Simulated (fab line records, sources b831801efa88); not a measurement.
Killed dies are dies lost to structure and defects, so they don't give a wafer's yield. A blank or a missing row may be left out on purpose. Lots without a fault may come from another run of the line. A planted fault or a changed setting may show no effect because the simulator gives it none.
Tool commonality check | flow sky130 | 12 lots, 36 wafers sampled

WHY IT WAS OPENED
At SKY_FIELD_ISO_THK_MEAS_23 the reading FIELD_ISO_OXIDATION_01_THK is flagged on 2 of 12 lots. Wafers without a fault read 10.06 nm, standard deviation 0.13.
Rule: a lot is flagged when every wafer of it that has a number lies more than 4 standard deviations from that mean, or none has a number. The other lots count as sound.

lot  | measured    | on            | FIELD_ISO_OXIDATION_01_THK (nm), wafer by wafer | flag
L708 | day 2 08:38 | film_metro-03 | 10.40 10.24 10.22                               |
L709 | day 2 13:49 | film_metro-01 | 10.10 9.94 10.15                                |
L710 | day 2 17:50 | film_metro-01 | 10.09 9.82 10.06                                |
L711 | day 2 21:54 | film_metro-01 | 10.12 10.08 9.85                                |
L713 | day 3 11:32 | film_metro-04 | 10.13 10.13 10.34                               |
L721 | day 5 04:01 | film_metro-03 | 13.05 13.03 13.14                               | FLAGGED
L722 | day 5 09:30 | film_metro-01 | 13.08 13.47 13.29                               | FLAGGED
L724 | day 5 22:44 | film_metro-01 | 9.96 10.20 10.06                                |
L727 | day 6 11:07 | film_metro-04 | 10.07 9.89 10.01                                |
L729 | day 6 23:35 | film_metro-04 | 10.07 10.22 10.33                               |
L731 | day 7 05:01 | film_metro-03 | 10.30 10.14 10.10                               |
L730 | day 7 05:01 | film_metro-04 | 10.25 10.20 10.02                               |
The numbers of the flagged lots are 13.18 nm on average: +3.12 nm against the usual, or +24 standard deviations.

WHICH TOOL RAN EACH LOT
The record holds 1 process step before the reading, out of a route of 708 steps. In each cell: the tool, then ch and the chambers that the sampled wafers went through, then the start.
lot  | flag    | SKY_FIELD_ISO_OXIDATION_22
L708 |         | furnace-01 ch 0, day 2 07:27
L709 |         | furnace-01 ch 0, day 2 12:38
L710 |         | furnace-01 ch 0, day 2 16:39
L711 |         | furnace-01 ch 0, day 2 20:43
L713 |         | furnace-01 ch 0, day 3 10:22
L721 | FLAGGED | furnace-01 ch 0, day 5 02:49
L722 | FLAGGED | furnace-01 ch 0, day 5 08:18
L724 |         | furnace-02 ch 0, day 5 21:34
L727 |         | furnace-02 ch 0, day 6 09:56
L729 |         | furnace-02 ch 0, day 6 22:24
L731 |         | furnace-02 ch 0, day 7 03:50
L730 |         | furnace-02 ch 0, day 7 03:50
What these steps do:
- SKY_FIELD_ISO_OXIDATION_22: stabilise 600 s, purge 300 s, target thk 10 nm.
- SKY_FIELD_ISO_THK_MEAS_23

FLAGGED OVER TOTAL, TOOL BY TOOL (the gauges that took the reading come last)
step                       | tool          | lots run | flagged | share of the flagged lots | sound lots run after its first flagged lot
SKY_FIELD_ISO_OXIDATION_22 | furnace-01    | 7        | 2       | all                       | 0
SKY_FIELD_ISO_OXIDATION_22 | furnace-02    | 5        | 0       | none                      | -
SKY_FIELD_ISO_THK_MEAS_23  | film_metro-01 | 5        | 1       | some                      | 1 (L724)
SKY_FIELD_ISO_THK_MEAS_23  | film_metro-03 | 3        | 1       | some                      | 1 (L731)
SKY_FIELD_ISO_THK_MEAS_23  | film_metro-04 | 4        | 0       | none                      | -

WHAT THE TABLE ALLOWS
1 row of the table ran every flagged lot: furnace-01 at SKY_FIELD_ISO_OXIDATION_22.
- furnace-01 at SKY_FIELD_ISO_OXIDATION_22: 2 of its 7 lots flagged. Its last sound lot is L713 (day 3 10:22), its first flagged lot L721 (day 5 02:49): a fault that began between those two fits.
One tool is left: furnace-01 at SKY_FIELD_ISO_OXIDATION_22.

WHAT THE SIMULATOR HAD PUT IN
Process parameter drift: furnace-01, from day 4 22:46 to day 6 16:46, at SKY_FIELD_ISO_OXIDATION_22. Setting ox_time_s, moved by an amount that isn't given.
Lots struck among those shown: L721, L722. The rule above found the same.
